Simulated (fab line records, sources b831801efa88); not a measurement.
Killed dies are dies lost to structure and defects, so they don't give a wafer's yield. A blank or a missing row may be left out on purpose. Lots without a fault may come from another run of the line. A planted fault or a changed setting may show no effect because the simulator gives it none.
Chamber matching | flow gf180mcu | GF_PASSIVATION_ETCH_11 on rie_diel-02: 4 sister chambers
The step etches the open film in CF4/O2, stops on TiN, target depth 2040 nm, time 453.3 s. 18 wafers are shown with their chamber, then 9 later ones without.

WAFERS WITH THEIR CHAMBER
wafer  | chamber | drypump_motor_current_A (A) | oes_product_au (a.u.) | chamber_pressure_mTorr (mTorr)
L078.1 | 3       | 5.3                         | 0.985                 | 149.69
L078.3 | 1       | 5.4                         | 0.991                 | 150.19
L078.6 | 3       | 5.2                         | 0.987                 | 150.10
L081.1 | 0       | 6.2                         | 0.992                 | 149.86
L081.2 | 3       | 5.2                         | 0.990                 | 149.95
L081.6 | 2       | 6.4                         | 0.991                 | 149.79
L083.1 | 3       | 5.2                         | 0.990                 | 149.97
L083.4 | 1       | 5.4                         | 0.985                 | 149.93
L083.6 | 0       | 6.2                         | 0.994                 | 149.99
L087.1 | 3       | 5.2                         | 0.993                 | 150.08
L087.5 | 2       | 6.4                         | 0.991                 | 149.91
L087.6 | 1       | 5.4                         | 0.995                 | 150.28
L088.1 | 3       | 5.2                         | 0.987                 | 149.73
L088.3 | 2       | 6.4                         | 0.989                 | 150.08
L088.5 | 2       | 6.4                         | 0.999                 | 149.85
L092.4 | 3       | 5.3                         | 0.983                 | 149.93
L092.5 | 0       | 6.2                         | 0.996                 | 150.27
L092.6 | 1       | 5.4                         | 0.992                 | 150.16

SIGNATURES (means of the wafers above)
reading                 | chamber 0 | chamber 1 | chamber 2 | chamber 3 | scatter within a chamber
drypump_motor_current_A | 6.200     | 5.400     | 6.400     | 5.229     | 0.0319
oes_product_au          | 0.99400   | 0.99075   | 0.99250   | 0.98786   | 0.00367
chamber_pressure_mTorr  | 150.0400  | 150.1400  | 149.9075  | 149.9214  | 0.159
Rule: a wafer's distance from a chamber is the root of the sum, over the readings, of the square of ((its reading less the chamber's mean) divided by the reading's scatter). The wafer belongs to the nearest chamber; if the next one is less than 2 further off, it can't be placed. The scatter: the root of (the sum of the squares of (reading less its chamber's mean) over the shown wafers, divided by (wafers less chambers)).

WAFERS WITHOUT THEIR CHAMBER
wafer  | drypump_motor_current_A (A) | oes_product_au (a.u.) | chamber_pressure_mTorr (mTorr)
L093.1 | 5.4                         | 0.989                 | 149.98
L093.5 | 5.4                         | 0.990                 | 150.26
L093.6 | 6.4                         | 1.002                 | 150.04
L095.1 | 6.4                         | 0.991                 | 149.83
L095.4 | 5.2                         | 0.988                 | 149.78
L095.6 | 5.3                         | 0.983                 | 149.95
L096.3 | 6.4                         | 0.993                 | 150.09
L096.4 | 5.4                         | 0.993                 | 149.87
L096.6 | 6.4                         | 0.997                 | 150.05

WHICH CHAMBER EACH WENT THROUGH
wafer  | from the rows above     | in truth
L093.1 | 1                       | 1
L093.5 | 1                       | 1
L093.6 | 2                       | 2
L095.1 | 2                       | 2
L095.4 | 3                       | 3
L095.6 | can't be placed: 3 or 1 | 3
L096.3 | 2                       | 2
L096.4 | 1                       | 1
L096.6 | 2                       | 2
Placed correctly: 8 of 9. Can't be placed from these rows: 1 (the true chamber is among the candidates in 1). Placed wrongly: 0.
